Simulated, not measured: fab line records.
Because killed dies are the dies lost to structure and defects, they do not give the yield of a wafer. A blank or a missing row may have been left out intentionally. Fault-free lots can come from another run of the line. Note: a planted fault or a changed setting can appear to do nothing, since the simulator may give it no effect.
The tool behind it: which one? ; flow gf180mcu ; route of 602 steps, sampled at 1 step: 7 lots, 21 wafers

## WHAT THE GAUGES SHOWED, per wafer
GF_HV_LDD_OVL_MEAS_20.
lot;measured;on;HV_LDD_01_OVL (nm)
L483;day 13 02:38;overlay-01;3.9 3.2 3.9
L485;day 13 18:55;overlay-01;1.0 1.5 1.3
L487;day 14 06:25;overlay-01;2.2 -0.4 1.6
L490;day 15 05:33;overlay-01;-1.1 0.8 1.9
L493;day 16 04:44;overlay-01;1.9 1.2 3.0
L496;day 17 03:41;overlay-02;-0.8 -0.5 2.1
L498;day 17 21:21;overlay-02;-1.3 0.2 1.7

## TOOL THAT RAN EACH LOT (tool first, then ch and the chambers of the sampled wafers, then the start)
No process step before these readings appears in the record.

## THE ANSWER, worked out from the rows above alone
Rule: what is usual is taken from the lots themselves. The widest of any qualifying gaps counts: lots, ordered by their means at a reading, are off when they make up no more than a third of the lots, leave a main group of 4 or more, and stand apart from it by 3 or more times the standard deviation of that group's means. If all means in a main group match to the digits the tables above print for the reading, that group is not used. A lot without any number at a reading at which 4 lots or more have one is off too. Any other lot the step has rows for is counted as sound.
Across all readings shown, no lot is off: no conclusion can be drawn from this.

## WHAT THE SIMULATOR HAD INSERTED
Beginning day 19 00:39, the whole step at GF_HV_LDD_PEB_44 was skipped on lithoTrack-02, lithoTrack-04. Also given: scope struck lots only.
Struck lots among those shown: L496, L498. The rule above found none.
